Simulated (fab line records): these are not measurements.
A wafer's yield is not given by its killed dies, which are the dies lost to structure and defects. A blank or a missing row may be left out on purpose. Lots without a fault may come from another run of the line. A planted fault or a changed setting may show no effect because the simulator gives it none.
A lot that was struck, set against a sound lot    flow sky130    42 out of 708 route steps
Sound: the wafers L858.2, L858.3, L858.5. The struck wafers were L873.2, L873.5, L873.6. The cause is named last.
Per side, at each step with rows, come the tool, then ch with its chambers, and then its first start. Under that, the readings that differ: sound wafers    struck wafers    difference of the means    sigmas: that difference in standard deviations of wafers without a fault.
alike: words and numbers the same on both sides, and readings whose means are apart by under 2 such deviations; not compared: readings that were withheld, readings missing a value for some wafer, numbers with overlapping values and no deviation given by the record, and bounds like >300 which may hide the same value.
The two part at a step that has a row with sigmas, a row that says differs or no value, or rows on one side only. Numbers that don't overlap but have no deviation are shown without sigmas and don't part them. A reading that every wafer of one side lacks parts them only if that side has two wafers or more.

first, 4 steps without rows for these wafers: SKY_PWDE_SOFTBAKE_03; SKY_PWDE_EXPOSE_04 (exposes mask PWDEM, target cd 840 nm); SKY_PWDE_PEB_05; SKY_PWDE_DEVELOP_06 (develop time 60 s).
SKY_PWDE_OVL_MEAS_07:
  sound on overlay-01 at day 3 16:50; struck on overlay-01 at day 7 05:17
  alike: PWDE_OVL
following that, these wafers have no rows for 1 step: SKY_PWDE_IMPLANT_08.
SKY_PWDE_STRIP_09: strips in O2/N2.
  sound on plasma-asher-01 ch 0,1, day 3 17:01; struck on plasma-asher-02 ch 0,1, day 7 05:28
reading                       sound              struck             difference  sigmas
drypump-motor-current-A (A)   5.5 5.2 5.2        6.3 6.3 5.9        +0.9        +2
strip-time-to-endpoint-s (s)  36.90 36.90 36.80  37.10 37.15 37.08  +0.24       +2
  alike: oes-product-au
  not compared: rf-hours-counter-h
SKY_PWDE_TW_MEAS_10:
  sound on film-metro-01 at day 3 17:08; struck on film-metro-04 at day 7 05:34
  alike: PWDE_TW
then, 4 steps without rows for these wafers: SKY_NWELL_DEHYDRATE_03 (time 60 s); SKY_NWELL_HMDS_04 (prime time 60 s); SKY_NWELL_COAT_05 (resist thk 3000 nm); SKY_NWELL_SOFTBAKE_06.
SKY_NWELL_EXPOSE_07: exposes mask NWM, target cd 840 nm.
  sound on iline-stepper-02 ch 0, day 3 23:32; struck on iline-stepper-02 ch 0, day 7 15:47
  alike: mask, exposure-dose-mJ-cm2
then, 2 steps without rows for these wafers: SKY_NWELL_PEB_08; SKY_NWELL_DEVELOP_09 (develop time 60 s).
SKY_NWELL_OVL_MEAS_10:
  sound on overlay-01 at day 4 06:05; struck on overlay-01 at day 8 01:53
  alike: NWELL_00_OVL
then, 3 steps without rows for these wafers: SKY_NWELL_IMPLANT_11; SKY_NWELL_IMPLANT_12; SKY_NWELL_IMPLANT_13.
SKY_NWELL_STRIP_14: strips in O2/N2.
  sound on plasma-asher-04 ch 0,1, day 4 06:34; struck on plasma-asher-04 ch 0,1, day 8 02:22
  alike: drypump-motor-current-A, oes-product-au, strip-time-to-endpoint-s
  not compared: rf-hours-counter-h
SKY_NWELL_TW_MEAS_15:
  sound on film-metro-02 at day 4 06:41; struck on film-metro-02 at day 8 02:28
  alike: NWELL_TW
then, 7 steps without rows for these wafers: SKY_NWELL_DEHYDRATE_16 (time 60 s); SKY_NWELL_HMDS_17 (prime time 60 s); SKY_NWELL_COAT_18 (resist thk 3000 nm); SKY_NWELL_SOFTBAKE_19; SKY_NWELL_EXPOSE_20 (exposes mask NWM COMPLEMENT, target cd 840 nm); SKY_NWELL_PEB_21; SKY_NWELL_DEVELOP_22 (develop time 60 s).
SKY_NWELL_OVL_MEAS_23:
  sound on overlay-01 at day 4 23:53; struck on overlay-01 at day 8 23:05
  alike: NWELL_01_OVL
following that, these wafers have no rows for 1 step: SKY_NWELL_IMPLANT_24.
SKY_NWELL_STRIP_25: strips in O2/N2.
  sound on plasma-asher-03 ch 0,1, day 5 00:04; struck on plasma-asher-04 ch 0,1, day 8 23:16
  alike: drypump-motor-current-A, oes-product-au, strip-time-to-endpoint-s
  not compared: rf-hours-counter-h
SKY_NWELL_TW_MEAS_26:
  sound on film-metro-04 at day 5 00:16; struck on film-metro-04 at day 8 23:23
  alike: NWELL_2_TW
then, 1 step without rows for these wafers: SKY_NWELL_CLEAN_27 (cleans in SC1/SC2, time 150 s).
SKY_NWELL_RTA_28: time 30 s.
  sound on rtp-anneal-02 ch 0, day 5 00:23; struck on rtp-anneal-01 ch 0, day 8 23:31
  alike: chamber-o2-ppm, lamp-power-pct, wafer_temp_C_max
SKY_NWELL_RS_MEAS_29: uses a four-point probe to measure.
  sound on film-metro-02 at day 5 00:41; struck on film-metro-02 at day 8 23:37
  alike: NWELL_RS
SKY_NWELL_RS_MEAS_31: uses a four-point probe to measure.
  sound on film-metro-02 at day 5 00:56; struck on film-metro-02 at day 8 23:51
  alike: PWDE_RS
then, 5 steps without rows for these wafers: SKY_VT_ADJUST_HVTP_DEHYDRATE_00 (time 60 s); SKY_VT_ADJUST_HVTP_HMDS_01 (prime time 60 s); SKY_VT_ADJUST_HVTP_COAT_02 (resist thk 1140 nm); SKY_VT_ADJUST_HVTP_SOFTBAKE_03 (time 60 s); SKY_VT_ADJUST_HVTP_EXPOSE_04 (exposes mask HVTPM, target cd 380 nm).
-- here the record skips 40 days between the struck wafers' starts before and after, leaving off in module VT_ADJUST_HVTP and picking up in module PAD_OPEN (first step shown: number 708 of the route) --
SKY_PAD_OPEN_PROBE_99:
  sound on prober-01 at day 45 08:59; struck on prober-02 at day 49 08:14
reading                                  sound              struck             difference  sigmas
model.etest.res-nwell.width-nm (nm)      839.9 837 836.3    857.5 865.5 872.2  +27.3       
model.etest.res-iso-pwell.width-nm (nm)  2647 2662 2654     2638 2629 2632     -21         
model.etest.pfet_16v.drive-ua-um         247.5 251.4 249.8  243.2 241.1 240.3  -8.0        
  alike: killed_at_M0_to_M3, killed_at_M4_up, killed-at-contacts, killed-at-front-end, killed-at-other, killed-dies, killed-on-rim, killed-open, killed-short
  not compared: model.etest.nfet_16v.r-on-ohm-um

== WHERE THEY PART ==
SKY_PWDE_STRIP_09 only, going by this record. Later steps at which nothing parts them and some readings are alike: SKY_PWDE_TW_MEAS_10, SKY_NWELL_EXPOSE_07, SKY_NWELL_OVL_MEAS_10, SKY_NWELL_STRIP_14, SKY_NWELL_TW_MEAS_15, SKY_NWELL_OVL_MEAS_23, SKY_NWELL_STRIP_25, SKY_NWELL_TW_MEAS_26, SKY_NWELL_RTA_28, SKY_NWELL_RS_MEAS_29, SKY_NWELL_RS_MEAS_31, SKY_PAD_OPEN_PROBE_99.

WHY: what had been put in by the simulator
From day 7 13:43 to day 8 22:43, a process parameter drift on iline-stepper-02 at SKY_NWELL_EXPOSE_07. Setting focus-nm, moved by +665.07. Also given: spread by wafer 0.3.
